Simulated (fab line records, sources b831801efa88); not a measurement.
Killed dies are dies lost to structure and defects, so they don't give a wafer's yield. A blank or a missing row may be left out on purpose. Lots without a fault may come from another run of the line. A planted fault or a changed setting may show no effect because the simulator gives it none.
One fault seen from 2 desks | flow gf180mcu | each desk has only its own numbers; what lay behind them comes last

THE METROLOGY DESK
What the gauges read, lot by lot, whatever tool the lot ran on: means of the sampled wafers that have a number. A lot is out of limits, marked OUT, if its mean lies more than 4 standard deviations from the usual mean; the brackets give that distance.
Columns: A = CONTACT_W_RS at GF_CONTACT_RS_MEAS_25, usual 0.385 ohm/sq; B = cd_nm at GF_V1_CD_MEAS_14, usual 260.1 nm
lot  | first seen here | A     | B
L440 | day 18 01:04    | 0.380 | 259.3
L442 | day 18 13:25    | 0.381 | 260.1
L446 | day 19 23:00    | 0.392 | 261.3
L448 | day 20 11:36    | 0.392 | 260.5
L451 | day 21 14:35    | 0.384 | 260.0
L452 | day 21 23:01    | 0.380 | 258.6
L453 | day 22 11:46    | 0.378 | 260.4
L454 | day 22 20:22    | 0.380 | 260.2
L455 | day 23 01:30    | 0.388 | 260.4
L456 | day 23 10:36    | 0.379 | 260.9
L458 | day 24 05:59    | 0.386 | 261.2
L459 | day 24 13:11    | 0.390 | 261.4
This desk's finding: nothing out of limits on any of the 12 lots.

THE TOOL OWNER'S DESK: plasma_asher-03
The tool's own readings at GF_M1_STRIP_17 (strips in O2/N2): means of the sampled wafers that have a number, for each lot that ran on this tool. A lot is out of limits, marked OUT, if its mean lies more than 4 standard deviations from the usual mean; the brackets give that distance.
Columns: A = chamber_pressure_mTorr at GF_M1_STRIP_17, usual 1500.0 mTorr; B = drypump_motor_current_A at GF_M1_STRIP_17, usual 5.5 A; C = heater_power_w at GF_M1_STRIP_17, usual 316 W; D = oes_product_au at GF_M1_STRIP_17, usual 0.537 a.u.; E = strip_time_to_endpoint_s at GF_M1_STRIP_17, usual 7.38 s
lot  | first seen here | A                        | B   | C   | D     | E
L440 | day 19 01:35    | 1801.5 (+99 or more) OUT | 5.5 | 310 | 0.539 | 7.12 (-6.8) OUT
L442 | day 19 14:52    | 1801.0 (+99 or more) OUT | 5.5 | 305 | 0.540 | 7.18 (-5.2) OUT
L452 | day 22 23:37    | 1501.1                   | 5.5 | 311 | 0.534 | 7.37
L453 | day 23 13:26    | 1500.1                   | 5.5 | 308 | 0.538 | 7.39
L454 | day 23 19:11    | 1500.8                   | 5.5 | 312 | 0.539 | 7.46
L458 | day 25 05:01    | 1500.6                   | 5.9 | 313 | 0.532 | 7.34
This desk's finding: out of limits on L440, L442; first on L440, day 19 01:35 (chamber_pressure_mTorr at GF_M1_STRIP_17). In limits: L452, L453, L454, L458.

PUT TOGETHER
The tool owner's desk could have raised an alarm at day 19 01:35, on L440, L442.
The metrology desk saw nothing out of limits.
The metrology desk has L440, L442 on record, within its limits.
Of the lots named, all ran GF_M1_STRIP_17 on plasma_asher-03.

WHAT THE SIMULATOR HAD PUT IN
Process parameter drift: plasma_asher-03, from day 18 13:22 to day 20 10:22, at GF_M1_STRIP_17. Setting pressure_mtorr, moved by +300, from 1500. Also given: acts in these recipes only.
Lots struck among those shown: L440, L442.
Hours from the fault's start to each desk's first reading out of limits: the tool owner's desk, 12.
